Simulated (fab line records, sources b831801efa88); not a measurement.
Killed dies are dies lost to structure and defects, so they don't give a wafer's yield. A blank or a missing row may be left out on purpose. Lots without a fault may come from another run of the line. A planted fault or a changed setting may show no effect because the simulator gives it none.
Which tool did it? | flow sky130 | 6 lots, 17 wafers sampled, at 1 step of a route of 708

WHAT THE GAUGES READ, wafer by wafer
SKY_POLY_GATE_THK_MEAS_01.
lot  | measured     | on            | POLY_GATE_CVD_00_THK (nm)
L548 | day 13 23:47 | film_metro-04 | 179.8 180.6 179.4
L551 | day 15 07:29 | film_metro-03 | 178.8 179.1 180.3
L558 | day 17 17:37 | film_metro-04 | 181.1 180.1
L565 | day 20 15:59 | film_metro-04 | 178.3 178.0 177.8
L567 | day 21 04:11 | film_metro-03 | 180.0 180.2 181.8
L569 | day 22 03:05 | film_metro-04 | 177.5 177.5 177.9

WHICH TOOL RAN EACH LOT (tool, then ch and the chambers of the sampled wafers, then the start)
The record holds no process step before these readings.

THE ANSWER, worked out from the rows above alone
Rule: what is usual is taken from the lots themselves. Put in order of their means at a reading, lots are off if they are a third of the lots or fewer, leave a main group of 4 or more, and stand apart from it by a gap of 3 or more times the standard deviation of the main group's means; of several such gaps the widest counts. A main group whose means are all the same, to the digits that the tables above print for the reading, isn't used. A lot without any number at a reading at which 4 lots or more have one is off too. The other lots that the step has rows for count as sound.
No lot is off at any reading shown: from this, nothing can be told.

WHAT THE SIMULATOR HAD PUT IN
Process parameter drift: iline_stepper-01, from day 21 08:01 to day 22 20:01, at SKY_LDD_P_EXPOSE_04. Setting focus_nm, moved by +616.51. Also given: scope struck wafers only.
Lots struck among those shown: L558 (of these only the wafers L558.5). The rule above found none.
